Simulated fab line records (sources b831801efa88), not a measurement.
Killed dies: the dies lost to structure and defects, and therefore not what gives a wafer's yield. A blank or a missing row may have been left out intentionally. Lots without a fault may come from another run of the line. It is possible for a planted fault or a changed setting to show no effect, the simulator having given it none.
fab line records	flow sky130
[record] lots = 4	wafers = 12	last_day = 50
route steps=708 shown VIA1@472 METAL2@483 VIA2@507 PAD_OPEN@708
lots that met no fault: from a run of the same line without faults
start_h: start of the lot's first displayed wafer, in hours after the record's first day	wait_h: hours elapsed since this lot's preceding step	" identical to the entry in the row above	L1.1+2: a single row standing in for several wafers	- value missing, or start not given	* or withheld: withheld	< > ~ a bound
route shown NAME@n: a module of which the file shows steps, and the number in the route of the first	usual: mean and standard deviation over wafers with no fault	same: alike in all rows	chamber/n: place in a boat	sites: per-site readings	_std_site: how widely they spread, as a standard deviation	_edge_site: inner sites' mean taken away from outer sites' mean	radius_mm: for every site, how far away it sits from the centre of the wafer	mask NAME#n: copy n	behind: the most recent tool/chamber to have shaped the wafer	hold: cause of the lot's hold/its duration in hours/its outcome	device: which transistor (n, p or np) failed to switch	end of line: the tests these same wafers got at the end of their route	a step given without rows: its recipe and nothing more	killed: count of dies lost to structure and defects at first sort (not the wafer's yield)	map: a wafer's dies, x killed, . not, _ none there
set.NAME: the setting the step ran with; set.NAME@STEP: the setting that earlier step ran with	model.NAME: the simulator's own value behind a step, which no gauge read
lots at selected steps of the route; one table per step, one row per wafer
services: the hour from which a tool's chamber was out of use, counted from the record's first day as start_h (under 0 if before that day), plus the number of hours and why
[[steps]]
[step SKY_VIA1_ETCH_14]
[recipe] chemistry = N2/H2	target = BARC	ion_energy_ev = 200	source_w = 500	bias_w = 103.4	pressure_mtorr = 30	n2_flow_sccm = 100	h2_flow_sccm = 200	stop_on = SiO2	time_s = 45.9	target_depth_a = 600
[step SKY_VIA1_ETCH_15]
[recipe] target = SiO2	chemistry = C4F8/O2/Ar	target_depth_nm = 351	stop_on = TiN	mask_material = KrF-thick	source_w = 1500	bias_w = 1200	pressure_mtorr = 40	c4f8_flow_sccm = withheld	O2_flow_sccm = 6	Ar_flow_sccm = 300	time_s = 54
[step SKY_VIA1_STRIP_16]
[recipe] chemistry = O2/N2	power_w = 1400	pressure_mtorr = 1500	platen_temp_c = withheld	o2_flow_sccm = 3000	n2_flow_sccm = 300	overash_fraction = 0.5
[step SKY_VIA1_STRIP_17]
[recipe] chemistry = post_etch_residue_remover	time_s = 1200	temp_c = 72.5
[step SKY_VIA1_CLEAN_18]
[recipe] chemistry = IPA	time_s = 180	temp_c = 25
[step SKY_VIA1_CLEAN_19]
[recipe] chemistry = O3/DIW	dry = n2_spin
[step SKY_VIA1_SPUTTER_20]
[recipe] material = TiN	target_thk_nm = 20	chamber_pressure_pa = 5	power_w = 4000	time_s = 80
[step SKY_VIA1_CVD_21]
[recipe] material = W	target_thk_nm = 270	time_s = 80.902	temp_c = 400	pressure_torr = 40
[step SKY_VIA1_CMP_24]
[recipe] stop_on = SiO2	t_overpolish_s = 15	down_force_psi = 3.5	platen_rpm = 60	target_thk_nm = 0	pad_velocity_m_s = 0.94248
[step SKY_METAL2_SPUTTER_00]
[recipe] material = Ti	target_thk_nm = 15	power_w = 3000	time_s = 10	chamber_pressure_pa = 0.4
[step SKY_METAL2_SPUTTER_01]
[recipe] material = TiN	target_thk_nm = 20	power_w = 6500	time_s = 16.7	chamber_pressure_pa = 0.4
[usual] throttle_valve_pct = 29.2/0.93
lot.wafer	tool	chamber	start_h	wait_h	throttle_valve_pct
L142.1	pvd_sputter-01	-	790.01	0.0	30.5
L142.5	"	-	"	"	29.8
L142.6	"	-	"	"	30.7
L156.1	pvd_sputter-01	-	906.17	0.0	27.9
L156.2	"	-	"	"	30.6
L156.3	"	-	"	"	29.6
L159.1	pvd_sputter-01	-	925.78	0.0	30.5
L159.3	"	-	"	"	29.7
L159.4	"	-	"	"	28.0
L163.2	pvd_sputter-02	-	954.38	0.0	29.0
L163.3	"	-	"	"	28.2
L163.6	"	-	"	"	28.3
[step SKY_METAL2_SPUTTER_02]
[recipe] material = AlCu	target_thk_nm = 250	power_w = 10600	time_s = 13.3	chamber_pressure_pa = 0.4
[step SKY_METAL2_SPUTTER_03]
[recipe] material = Ti	target_thk_nm = 5	power_w = 3000	time_s = 3.3	chamber_pressure_pa = 0.4
[step SKY_METAL2_SPUTTER_04]
[recipe] material = TiN	target_thk_nm = 70	power_w = 6500	time_s = 58.3	chamber_pressure_pa = 0.4
[step SKY_METAL2_DEHYDRATE_07]
[recipe] temp_c = 200	time_s = 60
[step SKY_METAL2_HMDS_08]
[recipe] prime_time_s = 60	prime_temp_c = 120
[step SKY_METAL2_COAT_09]
[recipe] resist = BARC	temp_c = withheld	time_s = withheld	spin_rpm = 3000	resist_thk_nm = 60
[step SKY_METAL2_COAT_10]
[recipe] resist = KrF-thick	spin_rpm = 3000	resist_thk_nm = 450
[step SKY_METAL2_SOFTBAKE_11]
[recipe] temp_c = 100	time_s = 86.95	resist = KrF-thick
[step SKY_METAL2_EXPOSE_12]
[recipe] mask_id = MM2	na = 0.8	source_shape = annular	sigma_inner = 0.55	sigma_outer = 0.85	target_cd_nm = 140	dose_mj = 28
[step SKY_METAL2_PEB_13]
[recipe] peb_temp_c = withheld	peb_time_s = withheld	resist = KrF-thick
[step SKY_METAL2_DEVELOP_14]
[recipe] develop_time_s = 60	resist = KrF-thick	dev_temp_c = 21
[step SKY_METAL2_DESCUM_17]
[recipe] chemistry = O2	source_power_w = 150	bias_power_w = 0	pressure_mtorr = 10	temp_c = 40	time_s = 8
[step SKY_METAL2_ETCH_18]
[recipe] chemistry = N2/H2	target = BARC	ion_energy_ev = 200	bias_w = 100	pressure_mtorr = 30	n2_flow_sccm = 100	h2_flow_sccm = 200	icp_w = 500	stop_on = SiO2	time_s = 45.9	target_depth_a = 600
[step SKY_METAL2_METAL_ETCH_19]
[recipe] target_depth_a = 3600	stop_on = SiO2	over_etch_frac = 0.3	time_s = 78	chemistry = Cl2/BCl3	resist_sidewall_deg = 88	pressure_mtorr = 10	icp_w = 900	bias_w = 48.5	Cl2_flow_sccm = 60	bcl3_flow_sccm = 30
[step SKY_METAL2_STRIP_20]
[recipe] chemistry = O2/N2	power_w = 1400	pressure_mtorr = 1500	platen_temp_c = withheld	o2_flow_sccm = 3000	n2_flow_sccm = 300	overash_fraction = 0.5
[step SKY_METAL2_STRIP_21]
[recipe] chemistry = post_etch_residue_remover	time_s = 1200	temp_c = 72.5
[step SKY_METAL2_CLEAN_22]
[recipe] chemistry = IPA	time_s = 180	temp_c = 25
[step SKY_METAL2_CLEAN_23]
[recipe] chemistry = O3/DIW	dry = n2_spin
[step SKY_VIA2_HDPCVD_00]
[recipe] material = SiO2	target_thk_nm = 1180	sigma_open_frac = 0.3	time_s = 196.7	temp_c = 400	sih4_flow_sccm = 60	pressure_mtorr = 6
[step SKY_VIA2_CMP_02]
[recipe] material = SiO2	down_force_psi = 4	platen_rpm = 60	pad_velocity_m_s = 0.94248
[step SKY_VIA2_DEHYDRATE_04]
[recipe] temp_c = 200	time_s = 60
[step SKY_VIA2_HMDS_05]
[recipe] prime_time_s = 60	prime_temp_c = 120
[step SKY_VIA2_COAT_06]
[recipe] resist = BARC	temp_c = withheld	time_s = withheld	spin_rpm = 3000	resist_thk_nm = 60
[step SKY_PAD_OPEN_PROBE_99]
[usual] defect_limited_yield = 82.4/1.8	killed_at_M0_to_M3 = 44/7	killed_at_M4_up = 3.2/2	killed_at_contacts = 25/5.3	killed_at_front_end = 15/4.3	killed_at_other = 0.3/0.54	killed_dies = 86/8.7	killed_open = 47/6.4	killed_short = 39/5.6	sort_bin_3_pad_short = 0.9/0.43	sort_bin_5_function = 10.4/1.4	sort_bin_6_memory = 6.3/1.2	sort_n_pass = 406/8.7	sort_yield_pct = 82.4/1.8
[same] gross_dies = 492	killed_at_back_side = 0	sort_bin_4_leakage[%] = 0	sort_bin_8_speed[%] = 0
lot.wafer	tool	chamber	start_h	wait_h	hold	defect_limited_yield[%]	killed_at_M0_to_M3	killed_at_M4_up	killed_at_contacts	killed_at_front_end	killed_at_other	killed_dies	killed_open	killed_short	sort_bin_3_pad_short[%]	sort_bin_5_function[%]	sort_bin_6_memory[%]	sort_n_pass	sort_yield_pct[%]	model.etest.tester.sort_n_pass	model.etest.tester.sort_yield_pct	model.etest.tester.sort_bin_5_pct	model.etest.tester.sort_bin_3_pct
L142.1	prober-01	-	1070.70	0.1	-	81.7	48	1	26	15	0	90	50	39	1.0	10.2	7.1	402	81.7	402	81.71	10.16	1.016
L142.5	prober-01	-	1070.90	0.2	-	81.9	49	4	27	9	0	89	46	43	1.2	11.2	5.7	403	81.9	403	81.91	11.18	1.22
L142.6	prober-01	-	1070.95	0.2	-	79.7	53	2	25	20	0	100	51	49	1.2	10.2	8.9	392	79.7	392	79.67	10.16	1.22
L156.1	prober-01	-	1157.01	0.1	await_dispo/8.7h/release	70.1	107	1	24	15	0	147	53	33	2.2	21.3	6.3	345	70.1	345	70.12	21.34	2.236
L156.2	prober-01	-	1157.06	0.1	await_dispo/8.7h/release	82.3	44	6	24	13	0	87	49	38	1.6	9.3	6.7	405	82.3	405	82.32	9.35	1.626
L156.3	prober-01	-	1157.11	0.2	await_dispo/8.7h/release	78.5	55	3	27	21	0	106	60	45	1.2	13.8	6.5	386	78.5	386	78.46	13.82	1.22
L159.1	prober-02	-	1172.45	0.1	await_dispo/2.1h/release	85.0	37	3	24	10	0	74	48	26	0.4	10.0	4.7	418	85.0	418	84.96	9.959	0.4065
L159.3	prober-02	-	1172.55	0.2	await_dispo/2.1h/release	81.9	34	2	27	24	2	89	52	37	1.0	12.0	5.1	403	81.9	403	81.91	11.99	1.016
L159.4	prober-02	-	1172.60	0.2	await_dispo/2.1h/release	71.1	95	3	20	24	0	142	43	42	2.8	17.7	8.3	350	71.1	350	71.14	17.68	2.846
L163.2	prober-02	-	1191.95	0.1	-	78.9	49	8	36	10	1	104	59	45	1.0	12.0	8.1	388	78.9	388	78.86	11.99	1.016
L163.3	prober-02	-	1192.00	0.2	-	81.9	48	2	24	15	0	89	48	41	1.0	11.0	6.1	403	81.9	403	81.91	10.98	1.016
L163.6	prober-02	-	1192.15	0.2	-	82.5	36	0	34	16	0	86	42	44	0.8	10.6	6.1	406	82.5	406	82.52	10.57	0.813
// killed by level:class
L142.1 CONTACT:geometric_particle:open=11 VIA1:geometric_particle:open=10 VIA2:geometric_particle:open=9 VIA2:geometric_particle:short=6 CONTACT:geometric_particle:short=5 POLY_GATE:geometric_particle:open=4 LI_CONTACT:geometric_particle:open=4 METAL1:geometric_particle:short=4
L142.5 CONTACT:geometric_particle:open=9 CONTACT:geometric_particle:short=8 VIA3:geometric_particle:open=8 VIA2:geometric_particle:open=7 METAL1:geometric_particle:short=7 VIA1:geometric_particle:open=7 LI_CONTACT:geometric_particle:open=6 VIA1:geometric_particle:short=5
L142.6 METAL1:geometric_particle:short=10 VIA2:geometric_particle:open=10 CONTACT:geometric_particle:open=7 VIA1:geometric_particle:open=7 LI_CONTACT:geometric_particle:open=6 FIELD_ISO:geometric_particle:open=5 METAL3:geometric_particle:short=5 METAL2:geometric_particle:short=5
L156.1 METAL2:unspecified=61 VIA1:geometric_particle:open=12 CONTACT:geometric_particle:open=10 VIA2:geometric_particle:open=9 LI_CONTACT:geometric_particle:open=8 VIA3:geometric_particle:open=6 FIELD_ISO:geometric_particle:short=5 METAL1:geometric_particle:short=5
L156.2 VIA1:geometric_particle:open=12 VIA2:geometric_particle:open=9 CONTACT:geometric_particle:open=7 VIA3:geometric_particle:open=6 FIELD_ISO:geometric_particle:short=5 METAL1:geometric_particle:short=5 LI_CONTACT:geometric_particle:open=5 LOCAL_INTERCONNECT:geometric_particle:short=5
L156.3 VIA1:geometric_particle:open=12 CONTACT:geometric_particle:open=12 LI_CONTACT:geometric_particle:open=7 VIA3:geometric_particle:open=7 VIA3:geometric_particle:short=7 POLY_GATE:geometric_particle:open=6 METAL1:geometric_particle:short=6 FIELD_ISO:geometric_particle:short=5
L159.1 LI_CONTACT:geometric_particle:open=10 CONTACT:geometric_particle:open=9 VIA2:geometric_particle:open=9 VIA3:geometric_particle:open=6 POLY_GATE:geometric_particle:short=4 VIA1:geometric_particle:short=4 VIA1:geometric_particle:open=4 FIELD_ISO:geometric_particle:short=3
L159.3 CONTACT:geometric_particle:open=10 FIELD_ISO:geometric_particle:open=8 VIA3:geometric_particle:open=8 CONTACT:geometric_particle:short=7 VIA2:geometric_particle:open=7 METAL2:geometric_particle:short=6 FIELD_ISO:geometric_particle:short=5 POLY_GATE:geometric_particle:short=5
L159.4 METAL2:unspecified=56 METAL2:geometric_particle:short=8 CONTACT:geometric_particle:open=8 FIELD_ISO:geometric_particle:short=7 POLY_GATE:geometric_particle:short=7 VIA1:geometric_particle:open=7 LI_CONTACT:geometric_particle:open=6 VIA1:geometric_particle:short=5
L163.2 VIA1:geometric_particle:open=18 LOCAL_INTERCONNECT:geometric_particle:short=9 LI_CONTACT:geometric_particle:open=7 VIA2:geometric_particle:open=7 LI_CONTACT:geometric_particle:short=6 CONTACT:geometric_particle:short=6 CONTACT:geometric_particle:open=6 METAL4:geometric_particle:short=5
L163.3 VIA1:geometric_particle:open=12 METAL1:geometric_particle:short=10 LI_CONTACT:geometric_particle:open=8 VIA3:geometric_particle:open=7 CONTACT:geometric_particle:open=6 VIA2:geometric_particle:open=5 METAL3:geometric_particle:short=5 FIELD_ISO:geometric_particle:open=4
L163.6 CONTACT:geometric_particle:open=16 VIA1:geometric_particle:open=8 POLY_GATE:geometric_particle:short=6 LOCAL_INTERCONNECT:geometric_particle:short=6 FIELD_ISO:geometric_particle:open=5 CONTACT:geometric_particle:short=5 METAL1:geometric_particle:short=5 VIA1:geometric_particle:short=5
// map L156.1 (x killed, . not)
__________.....xx..._________
________......x......._______
______..x.x.........x.x._____
_____..........x...x.xxx.____
____.....x...xx...........___
___.xx.x.x..............xxx__
__.xxxxxx.x....xx..........._
_..xxxxxxx......x....x.....x.
_.xxxxxxxxxx..x.x.....x......
_xxxxxxxxxxxx.........x.....x
_xxxxxxxxxx..x...............
_.xxxxxxxxxx.......x.x.x.x...
_..xxxxxxxx...............x..
_....xxxx.x..x....x..x......x
_.......x........x....x......
__...xx...x........x......x._
___....x..xx..x...xxx.x....__
____..xx.x...x..x.....x...___
_____..x.xx.x..x........x____
______..........x..x...._____
________.......xx.x..x_______
__________..x...x..._________
// map L159.4 (x killed, . not)
__________..x...xx.._________
________xx..xx.x......_______
______x..x..........x..x_____
_____..............x..x..____
____....x..x....x..x.....x___
___...x......x..x....x.x.x.__
__...x.xx..x.......xx..x.x.._
_xxxxxxxxxx..........xx......
_.xxxxxxxxxx.....x...x.......
_xxxxxxxxxx......x......x..x.
_.xxxxxxxxx.x.......x..x....x
_.xxxxxxxx.xx..x.x..x........
_..xxxxxx...........x.x......
_x..x..x.......xx....x..x....
_..x....x.x.xx.xx..x...xxx...
__...x.x.x.....x...xx......._
___......x....x............__
____x......x..............___
_____...........xx.......____
______x..x..x.........x._____
________.x.....x......_______
__________x....x...._________
[[services]]
tool	chamber	start_h	hours	kind
pvd_sputter-02	-	807.31	0.6	repair
pvd_sputter-02	1	860.85	-	consumable_replace:kit
pvd_sputter-02	1	860.85	18.0	scheduled_down
pvd_sputter-02	1	860.85	18.0	vent_cycle
pvd_sputter-02	-	879.21	1.4	repair
pvd_sputter-02	-	935.66	2.6	repair
pvd_sputter-01	3	937.05	-	consumable_replace:kit
pvd_sputter-01	3	937.05	18.0	scheduled_down
pvd_sputter-01	3	937.05	18.0	vent_cycle
pvd_sputter-02	-	946.19	4.0	repair
[[key]]
[first_sign] step = SKY_PAD_OPEN_PROBE_99	reading = killed_at_M0_to_M3	direction = up	sigmas = 8.2	usual = 44	struck = 101
[effect] step = SKY_PAD_OPEN_PROBE_99	reading = defect_limited_yield	direction = down	sigmas = 6.7	usual = 82.4	struck = 70.6
[model_effect] step = SKY_PAD_OPEN_PROBE_99	value = etest.tester.sort_n_pass	without = 400	struck = 347.5
met_at SKY_METAL2_SPUTTER_01
struck_wafers L156.1,L159.4
[fault] kind = chamber_particle_source	tool = pvd_sputter-01	chamber = -	onset_h = 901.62	steps = SKY_METAL2_SPUTTER_01	rate_per_visit_cm2 = 1.203	end_h = 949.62	scope = struck_wafers_only
